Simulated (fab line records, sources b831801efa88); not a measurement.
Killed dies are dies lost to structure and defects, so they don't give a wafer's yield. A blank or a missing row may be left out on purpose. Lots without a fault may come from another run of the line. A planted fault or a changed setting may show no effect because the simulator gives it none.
One fault seen from 2 desks | flow gf180mcu | each desk has only its own numbers; what lay behind them comes last

THE TOOL OWNER'S DESK: pvd_sputter-01
The tool's own readings at GF_M1_SPUTTER_03 (material Ti, target thk 10 nm, time 6.7 s): means of the sampled wafers that have a number, for each lot that ran on this tool. A lot is out of limits, marked OUT, if its mean lies more than 4 standard deviations from the usual mean; the brackets give that distance.
Columns: A = substrate_temp_c at GF_M1_SPUTTER_03, usual 300.00 C; B = throttle_valve_pct at GF_M1_SPUTTER_03, usual 30.3 %
lot  | first seen here | A      | B
L640 | day 16 04:16    | 299.92 | 30.5
L654 | day 21 08:46    | 300.02 | 29.5
This desk's finding: nothing out of limits on any of the 2 lots.

THE METROLOGY DESK
What the gauges read, lot by lot, whatever tool the lot ran on: means of the sampled wafers that have a number. A lot is out of limits, marked OUT, if its mean lies more than 4 standard deviations from the usual mean; the brackets give that distance.
Columns: A = CONTACT_W_RS at GF_CONTACT_RS_MEAS_25, usual 0.380 ohm/sq; B = CONTACT_W_THK at GF_CONTACT_THK_MEAS_26, usual 292 nm
lot  | first seen here | A     | B
L640 | day 16 03:31    | 0.391 | 281
L645 | day 17 23:50    | 0.382 | 289
L654 | day 21 08:07    | 0.381 | 295
L660 | day 23 02:40    | 0.380 | 295
L662 | day 23 20:17    | 0.380 | 295
This desk's finding: nothing out of limits on any of the 5 lots.

PUT TOGETHER
The tool owner's desk saw nothing out of limits.
The metrology desk saw nothing out of limits.

WHAT THE SIMULATOR HAD PUT IN
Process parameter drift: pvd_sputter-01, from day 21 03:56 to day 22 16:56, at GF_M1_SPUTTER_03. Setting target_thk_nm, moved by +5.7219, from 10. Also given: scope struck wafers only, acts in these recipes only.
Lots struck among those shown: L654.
